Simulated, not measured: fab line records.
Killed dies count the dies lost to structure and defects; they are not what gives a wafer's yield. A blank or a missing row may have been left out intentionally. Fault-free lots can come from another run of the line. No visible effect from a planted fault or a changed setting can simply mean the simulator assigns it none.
Code-filled problem report in 8D (eight disciplines) form || flow gf180mcu || the parts of the form that need people (team, actions taken, sign-off) are left out

== 1. WHAT IS WRONG ==
beam-energy-keV at GF_NWELL_IMPLANT_09 reads a mean of 164.50 on 6 wafers of 2 lots; wafers without a fault read 160.00 with a standard deviation of 0.051. That puts it +88 standard deviations away from the usual mean.
First observed at day 4 15:56: wafer L115.2, on implanter-02. At this step, 42 wafers from 14 lots have a number in the record. Rule for "out", or "out of limits": more than 4 standard deviations from the usual mean. The other wafers with a number count as sound.

== 2. WHAT THIS IS AND IS NOT ==
{"question": "which readings at this step", "is": "beam-energy-keV", "is not": "-"}
{"question": "which lots", "is": "L115, L116", "is not": "L109, L110, L117, L120, L121, L122, L123, L124, L125, L126, L128, L131"}
{"question": "which wafers of those lots", "is": "all that have a number", "is not": "-"}
{"question": "read on which tools", "is": "implanter-02", "is not": "implanter-01, implanter-04"}
{"question": "when", "is": "from day 4 15:56", "is not": "up to then (6 sound wafers); but 30 sound wafers of L117, L120, L121, L122, L123, L124, L125, L126, L128, L131 came after"}

== 3. SUSPECTS, AND WHAT RULES EACH OUT ==
Counting: a tool at any process step up to the reading remains a suspect when it ran all the lots that are out and ran no sound lot after the first of those.
- implanter-02 at GF_NWELL_IMPLANT_09: kept. It ran every lot that is out, first L115 (day 4 15:56), and no sound lot after that; its last sound lot up to then is L110 (day 3 13:01). Out on those wafers are its own readings of beam-energy-keV.
Remaining after the count: implanter-02 at GF_NWELL_IMPLANT_09.

== 4. THE CAUSE (what the simulator had put in) ==
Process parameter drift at GF_NWELL_IMPLANT_09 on implanter-02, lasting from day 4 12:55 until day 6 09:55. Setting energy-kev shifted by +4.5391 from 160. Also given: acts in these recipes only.
Counting left only this tool.

== 5. THE CHAIN OF EFFECTS, in route order ==
Each row: a reading where the mean over the struck wafers with a number is more than 3 standard deviations away from the usual. Only readings whose record carries a usual standard deviation are examined. hours: median over the lots of the time between each lot's start at the first step of this table that gives one and its start at this step. sigmas: the change, counted in usual standard deviations.
{"hours": 0, "step": "GF_NWELL_IMPLANT_09", "reading": "beam-energy-keV", "usual": 160.00, "on struck wafers": 164.50, "change": "+4.50", "sigmas": "+88"}
Process steps it contains:
- GF_NWELL_IMPLANT_09
Later steps that measure or inspect, where all struck wafers having a row at the step show a number for every such reading and not one has moved that far: GF_POLY_GATE_CD_MEAS_10, GF_HV_LDD_TW_MEAS_50.

== 6. HOW IT WOULD HAVE BEEN CAUGHT EARLIER ==
In this record no reading fell out of limits until day 4 15:56, 3 hours after the fault had begun at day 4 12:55.
